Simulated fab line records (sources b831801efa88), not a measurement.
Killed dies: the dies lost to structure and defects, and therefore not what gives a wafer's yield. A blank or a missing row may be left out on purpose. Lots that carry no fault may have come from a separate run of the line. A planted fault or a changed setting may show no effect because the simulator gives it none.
A single fault, viewed from 2 desks || flow sky130 || numbers are kept per desk, each desk with only its own; the story behind them comes last

METROLOGY DESK
Lot by lot, what the gauges showed, no matter which tool ran the lot: averages of those sampled wafers that carry a number. Any lot whose mean is over 4 standard deviations away from the usual mean is out of limits and marked OUT; that distance is given in the brackets.
Columns: A = cdNm at SKY_LOCAL_INTERCONNECT_CD_MEAS_11, usual 170.0 nm; B = CONTACT_BOW at SKY_CONTACT_BOW_MEAS_05, usual 82 um; C = cdNm at SKY_CONTACT_CD_MEAS_14, usual 170.5 nm
{"lot": "L889", "first seen here": "day 30 05:35", "A": 166.9, "B": 85, "C": 172.4}
{"lot": "L891", "first seen here": "day 30 21:05", "A": 171.5, "B": 75, "C": 168.4}
{"lot": "L892", "first seen here": "day 31 08:50", "A": 171.6, "B": 88, "C": 171.0}
{"lot": "L894", "first seen here": "day 31 18:30", "A": 169.1, "B": 83, "C": 169.9}
{"lot": "L895", "first seen here": "day 32 01:50", "A": 168.3, "B": 73, "C": 171.4}
{"lot": "L898", "first seen here": "day 33 06:08", "A": 166.8, "B": 91, "C": 171.6}
{"lot": "L901", "first seen here": "day 34 13:18", "A": 170.8, "B": 71, "C": "154.1 (-9.6) OUT"}
{"lot": "L906", "first seen here": "day 36 00:55", "A": 167.5, "B": 89, "C": "157.3 (-7.8) OUT"}
{"lot": "L907", "first seen here": "day 36 09:02", "A": 170.0, "B": 79, "C": 169.6}
{"lot": "L909", "first seen here": "day 37 04:11", "A": 168.8, "B": 82, "C": 170.1}
{"lot": "L910", "first seen here": "day 37 08:47", "A": 168.4, "B": 83, "C": 168.3}
{"lot": "L911", "first seen here": "day 37 13:24", "A": 169.7, "B": 78, "C": 172.0}
This desk's verdict: out of limits on L901, L906, starting with L901 at day 35 18:25 (cdNm at SKY_CONTACT_CD_MEAS_14). L889, L891, L892, L894, L895, L898, L907, L909, L910, L911: within limits.

DESK OF THE TOOL OWNER: krfScanner-01
The tool's own readings at SKY_CONTACT_EXPOSE_11 (exposes mask CTM1, target cd 170 nm): means of the sampled wafers that have a number, for each lot that ran on this tool. Any lot whose mean is over 4 standard deviations away from the usual mean is out of limits and marked OUT; that distance is given in the brackets.
Columns: A = exposureDoseMJCm2 at SKY_CONTACT_EXPOSE_11, usual 38.00
{"lot": "L891", "first seen here": "day 31 13:04", "A": 38.02}
{"lot": "L898", "first seen here": "day 33 21:50", "A": 37.99}
{"lot": "L901", "first seen here": "day 35 04:36", "A": "34.83 (-75) OUT"}
{"lot": "L906", "first seen here": "day 36 16:28", "A": "35.49 (-60) OUT"}
This desk's verdict: out of limits on L901, L906, starting with L901 at day 35 04:36 (exposureDoseMJCm2 at SKY_CONTACT_EXPOSE_11). L891, L898: within limits.

BROUGHT TOGETHER
An alarm could have come from the tool owner's desk at day 35 04:36, on L901, L906.
The metrology desk could have raised an alarm at day 35 18:25, on L901, L906.
The lots listed all ran SKY_CONTACT_EXPOSE_11 on krfScanner-01.

WHAT THE SIMULATOR PUT IN
Process parameters drifting: krfScanner-01 at SKY_CONTACT_EXPOSE_11, beginning at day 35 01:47. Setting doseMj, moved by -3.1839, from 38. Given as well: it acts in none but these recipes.
Shown lots that were struck: L901, L906.
Counting hours from when the fault started, the first reading out of limits came at 3 for the tool owner's desk and at 17 for the metrology desk.
